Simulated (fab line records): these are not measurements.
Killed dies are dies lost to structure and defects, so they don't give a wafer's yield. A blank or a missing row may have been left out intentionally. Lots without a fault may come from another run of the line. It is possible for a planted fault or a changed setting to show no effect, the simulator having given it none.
Which tool was responsible?	flow gf180mcu	14 lots, 42 wafers sampled, at 4 steps of a route of 602

== WHAT THE GAUGES SHOWED, per wafer ==
GF_PSD_CD_MEAS_07: target cd 400 nm.
lot	measured	on	cdNm (nm)
L949	day 14 11:41	cdSem-01	402.2 403.2 402.8
L951	day 15 06:51	cdSem-02	395.3 395.0 396.2
L952	day 15 10:32	cdSem-02	398.8 397.6 399.2
L953	day 15 23:19	cdSem-01	400.1 396.9 398.3
L955	day 16 12:59	cdSem-02	402.0 400.9 399.2
L956	day 17 00:38	cdSem-02	399.8 398.9 400.2
L957	day 17 07:58	cdSem-02	402.3 400.0 401.1
L958	day 17 17:38	cdSem-02	398.9 398.9 397.2
L959	day 18 04:12	cdSem-02	403.4 399.9 398.7
L961	day 18 22:15	cdSem-02	400.6 402.7 403.2
L962	day 19 03:01	cdSem-02	394.2 395.5 395.5
L963	day 19 07:53	cdSem-01	400.6 402.2 403.7
L964	day 20 00:47	cdSem-01	401.0 400.3 402.3
L965	day 20 04:26	cdSem-01	401.0 402.3 401.0

GF_SAB_OVL_MEAS_10.
lot	measured	on	SAB_OVL (nm)
L949	day 15 10:04	overlay-01	-0.2 1.3 0.5
L951	day 16 05:04	overlay-02	-1.0 -0.2 -2.7
L952	day 16 09:01	overlay-02	1.2 1.4 1.1
L953	day 16 22:19	overlay-01	0.3 0.9 -0.1
L955	day 17 12:25	overlay-01	2.9 2.9 2.5
L956	day 18 00:19	overlay-02	-1.1 0.7 -1.5
L957	day 18 08:01	overlay-01	-1.0 -0.6 -2.1
L958	day 18 18:10	overlay-02	0.5 0.3 1.2
L959	day 19 05:07	overlay-02	0.8 0.7 2.0
L961	day 19 23:25	overlay-01	-2.2 -1.2 0.2
L962	day 20 04:53	overlay-01	-0.8 1.2 -0.8
L963	day 20 09:16	overlay-01	1.1 1.9 1.9
L964	day 21 02:01	overlay-01	1.6 1.6 -0.2
L965	day 21 05:19	overlay-01	-1.7 -2.5 -2.5

GF_CONTACT_THK_MEAS_01.
lot	measured	on	CONTACT_CVD_00_THK (nm)
L949	day 15 11:02	filmMetro-01	307 300 304
L951	day 16 06:00	filmMetro-01	301 299 299
L952	day 16 09:58	filmMetro-04	300 299 299
L953	day 16 23:17	filmMetro-01	306 306 303
L955	day 17 13:23	filmMetro-04	301 303 305
L956	day 18 01:24	filmMetro-02	300 298 297
L957	day 18 08:59	filmMetro-01	302 298 294
L958	day 18 19:16	filmMetro-04	301 302 301
L959	day 19 06:04	filmMetro-01	304 305 308
L961	day 20 00:22	filmMetro-04	297 299 300
L962	day 20 05:50	filmMetro-04	302 297 302
L963	day 20 10:15	filmMetro-04	298 296 299
L964	day 21 02:58	filmMetro-01	301 306 301
L965	day 21 06:17	filmMetro-04	306 306 306

== WHICH TOOL RAN EACH LOT (tool, then ch and the chambers of the sampled wafers, then the start) ==
lot	GF_STI_WET_ETCH_26
L949	wetBench-03 ch 2, day 2 10:24
L951	wetBench-03 ch 1, day 2 18:54
L952	wetBench-03 ch 2, day 3 00:40
L953	wetBench-02 ch 0, day 3 06:05
L955	wetBench-01 ch 0, day 3 16:22
L956	wetBench-03 ch 0, day 3 21:38
L957	wetBench-02 ch 1, day 4 01:33
L958	wetBench-02 ch 1, day 4 08:19
L959	wetBench-03 ch 2, day 4 13:50
L961	wetBench-03 ch 1, day 4 23:36
L962	wetBench-03 ch 1, day 5 03:32
L963	wetBench-03 ch 2, day 5 09:53
L964	wetBench-01 ch 0, day 5 15:51
L965	wetBench-02 ch 0, day 5 19:39
- GF_STI_WET_ETCH_26: etches SiO2 in dHF, target depth 94 nm, time 188 s.

== AS READ BY THE TOOLS THEMSELVES (means over the sampled wafers that have a number; for cases with no such wafer, the mark the record gives instead) ==
GF_STI_WET_ETCH_26.
lot	tool	runLengthS (s)
L949	wetBench-03	212.2
L951	wetBench-03	212.9
L952	wetBench-03	213.0
L953	wetBench-02	213.1
L955	wetBench-01	214.7
L956	wetBench-03	213.8
L957	wetBench-02	212.6
L958	wetBench-02	220.9
L959	wetBench-03	212.5
L961	wetBench-03	213.0
L962	wetBench-03	100.6
L963	wetBench-03	100.5
L964	wetBench-01	213.8
L965	wetBench-02	213.7

== THE ANSWER, worked out from the rows above alone ==
Rule: what is usual is taken from the lots themselves. The widest of any qualifying gaps counts: lots, ordered by their means at a reading, are off when they make up no more than a third of the lots, leave a main group of 4 or more, and stand apart from it by 3 or more times the standard deviation of that group's means. A main group whose means are all the same, to the digits that the tables above print for the reading, isn't used. Also off: a lot with no number at a reading for which 4 or more lots have one. All remaining lots with rows at the step are treated as sound. First the gauges in route order, then the tools' own readings, where a lot's mean is used as printed above. The first step at which some lot is off is used, and at that step the reading that is off furthest; a lot without a number counts as furthest.
Off: L962, L963, at GF_STI_WET_ETCH_26 (runLengthS). For the main group the mean is 213.8 s and the standard deviation 2.2.
If a tool, at that step or one of the process steps before it, ran each lot that is off and ran no sound lot following the first of them, it fits. One fits: GF_STI_WET_ETCH_26 on wetBench-03. A fault onset in the window from L961 (day 4 23:36, its last sound lot) to L962 (day 5 03:32, its first lot off) fits.
The tool's own readings at GF_STI_WET_ETCH_26 bear it out: on the lots that are off they differ by more than 5 times the standard deviation of the sound lots' means. runLengthS reads 100.5 s there against 213.8 s on the sound lots.

== WHAT THE SIMULATOR HAD INSERTED ==
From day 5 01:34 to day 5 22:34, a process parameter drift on wetBench-03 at GF_STI_WET_ETCH_26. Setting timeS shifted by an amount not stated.
Struck lots among those shown: L962, L963. The rule above reached the same finding.
